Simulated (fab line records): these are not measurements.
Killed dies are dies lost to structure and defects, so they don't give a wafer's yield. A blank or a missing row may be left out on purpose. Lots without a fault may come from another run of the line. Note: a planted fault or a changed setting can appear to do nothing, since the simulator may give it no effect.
Which tool is to blame? ; flow sky130 ; 42 wafers from 14 lots sampled at 3 of the route's 708 steps

WHAT THE GAUGES READ, wafer by wafer
SKY_LDD_HVP_TW_MEAS_10.
lot;measured;on;LDD_HVP_TW
L407;day 21 22:00;film-metro-03;456.3 457.7 456.0
L409;day 22 07:43;film-metro-03;456.2 457.5 455.5
L408;day 22 11:25;film-metro-02;452.2 451.7 454.3
L410;day 23 05:10;film-metro-04;459.7 458.4 461.7
L411;day 23 18:34;film-metro-02;453.3 453.9 453.7
L412;day 23 19:13;film-metro-02;456.0 452.5 452.9
L415;day 24 17:56;film-metro-02;452.5 454.4 454.6
L414;day 24 18:14;film-metro-03;458.9 459.7 456.1
L416;day 24 22:44;film-metro-02;453.1 453.7 452.2
L417;day 25 14:31;film-metro-03;458.2 457.4 456.1
L423;day 27 11:28;film-metro-03;455.0 452.9 456.1
L428;day 29 04:05;film-metro-02;29.9 30.0 30.0
L429;day 29 07:32;film-metro-02;29.8 30.1 29.9
L430;day 29 13:53;film-metro-02;454.8 453.2 454.7

WHAT TOOL EACH LOT RAN ON (gives the tool, then ch and the chambers of the sampled wafers, and finally the start)
lot;SKY_LDD_HVN_STRIP_09;SKY_LDD_HVP_STRIP_09
L407;plasma-asher-01 ch 0,1, day 20 15:14;plasma-asher-04 ch 0,1, day 21 21:53
L409;plasma-asher-01 ch 0,1, day 21 00:19;plasma-asher-01 ch 0,1, day 22 07:38
L408;plasma-asher-02 ch 0,1, day 21 04:08;plasma-asher-01 ch 0,1, day 22 11:19
L410;plasma-asher-01 ch 0,1, day 21 21:49;plasma-asher-01 ch 0,1, day 23 05:04
L411;plasma-asher-03 ch 1, day 22 11:37;plasma-asher-04 ch 0,1, day 23 18:28
L412;plasma-asher-01 ch 0,1, day 22 11:38;plasma-asher-04 ch 0,1, day 23 19:07
L415;plasma-asher-03 ch 0,1, day 23 11:17;plasma-asher-01 ch 0, day 24 17:50
L414;plasma-asher-01 ch 0,1, day 23 11:39;plasma-asher-02 ch 0,1, day 24 18:08
L416;plasma-asher-02 ch 0,1, day 23 16:33;plasma-asher-01 ch 0,1, day 24 22:38
L417;plasma-asher-02 ch 0,1, day 24 08:23;plasma-asher-01 ch 0,1, day 25 14:25
L423;plasma-asher-01 ch 0,1, day 26 06:32;plasma-asher-01 ch 0,1, day 27 11:21
L428;plasma-asher-02 ch 0,1, day 28 03:03;plasma-asher-01 ch 0,1, day 29 03:59
L429;plasma-asher-02 ch 0,1, day 28 06:56;plasma-asher-01 ch 0,1, day 29 07:26
L430;plasma-asher-03 ch 0,1, day 28 15:01;plasma-asher-04 ch 0,1, day 29 13:47
- SKY_LDD_HVN_STRIP_09: strips in O2/N2.
- SKY_LDD_HVP_STRIP_09: strips in O2/N2.

AS READ BY THE TOOLS THEMSELVES (means over the sampled wafers that have a number; for cases with no such wafer, the mark the record gives instead)
SKY_LDD_HVN_STRIP_09.
lot;tool;chamber-pressure-mTorr (mTorr);drypump-motor-current-A (A);o2-flow-sccm (sccm);oes-product-au (a.u.);strip-time-to-endpoint-s (s)
L407;plasma-asher-01;1501.1;5.7;3010;0.405;4.132
L409;plasma-asher-01;1499.1;5.7;3014;0.405;4.129
L408;plasma-asher-02;1499.0;5.9;2998;0.411;4.129
L410;plasma-asher-01;1499.1;5.7;3003;0.405;4.143
L411;plasma-asher-03;1498.1;5.4;3000;0.414;4.154
L412;plasma-asher-01;1499.3;6.1;3004;0.407;4.117
L415;plasma-asher-03;1499.1;5.3;3009;0.408;4.134
L414;plasma-asher-01;1500.9;5.7;3003;0.410;4.125
L416;plasma-asher-02;1499.7;5.9;2997;0.409;4.145
L417;plasma-asher-02;1499.3;5.9;2998;0.411;4.132
L423;plasma-asher-01;1500.4;5.7;3006;0.409;4.148
L428;plasma-asher-02;-;-;-;-;-
L429;plasma-asher-02;-;-;-;-;-
L430;plasma-asher-03;1498.8;5.3;3001;0.410;4.170

SKY_LDD_HVP_STRIP_09.
lot;tool;chamber-pressure-mTorr (mTorr);drypump-motor-current-A (A);o2-flow-sccm (sccm);oes-product-au (a.u.);strip-time-to-endpoint-s (s)
L407;plasma-asher-04;1500.4;5.6;3005;0.406;4.140
L409;plasma-asher-01;1499.5;6.1;3001;0.409;4.143
L408;plasma-asher-01;1500.1;5.7;2989;0.408;4.142
L410;plasma-asher-01;1500.9;5.7;2998;0.409;4.152
L411;plasma-asher-04;1500.0;5.6;2995;0.410;4.116
L412;plasma-asher-04;1500.0;5.6;2996;0.409;4.141
L415;plasma-asher-01;1500.5;6.6;2999;0.409;4.137
L414;plasma-asher-02;1499.2;5.9;3016;0.413;4.120
L416;plasma-asher-01;1500.7;6.2;3000;0.404;4.120
L417;plasma-asher-01;1499.3;5.7;2997;0.406;4.128
L423;plasma-asher-01;1500.4;5.7;2999;0.409;4.152
L428;plasma-asher-01;1499.7;5.7;2997;0.608;8.976
L429;plasma-asher-01;1499.8;6.2;3006;0.609;8.967
L430;plasma-asher-04;1500.5;5.6;2994;0.412;4.137

THE ANSWER, worked out from the rows above alone
Rule: what is usual is taken from the lots themselves. Put in order of their means at a reading, lots are off if they are a third of the lots or fewer, leave a main group of 4 or more, and stand apart from it by a gap of 3 or more times the standard deviation of the main group's means; of several such gaps the widest counts. Not used: any main group whose means are identical at the precision the tables above print for the reading. Also off: a lot with no number at a reading for which 4 or more lots have one. The other lots that the step has rows for count as sound. The gauges are gone through in route order, then the tools' own readings, and for those a lot's mean is taken as printed above. At the first step where some lot is off, the reading lying furthest off is the one used; lots without a number count as furthest.
Off: L428, L429, at SKY_LDD_HVP_TW_MEAS_10 (LDD_HVP_TW). Mean 455.4 and standard deviation 2.2 in the main group.
If a tool, at a process step before that reading, ran all the lots that are off and no sound lot after the first of them, it fits. The gauges at SKY_LDD_HVP_TW_MEAS_10 aren't tried: what is off there is off at SKY_LDD_HVN_STRIP_09 too, on other tools, and a gauge's error can't cause that. This does not decide it: 2 tools fit, namely plasma-asher-02 at SKY_LDD_HVN_STRIP_09 and plasma-asher-01 at SKY_LDD_HVP_STRIP_09.

WHAT THE SIMULATOR PUT IN
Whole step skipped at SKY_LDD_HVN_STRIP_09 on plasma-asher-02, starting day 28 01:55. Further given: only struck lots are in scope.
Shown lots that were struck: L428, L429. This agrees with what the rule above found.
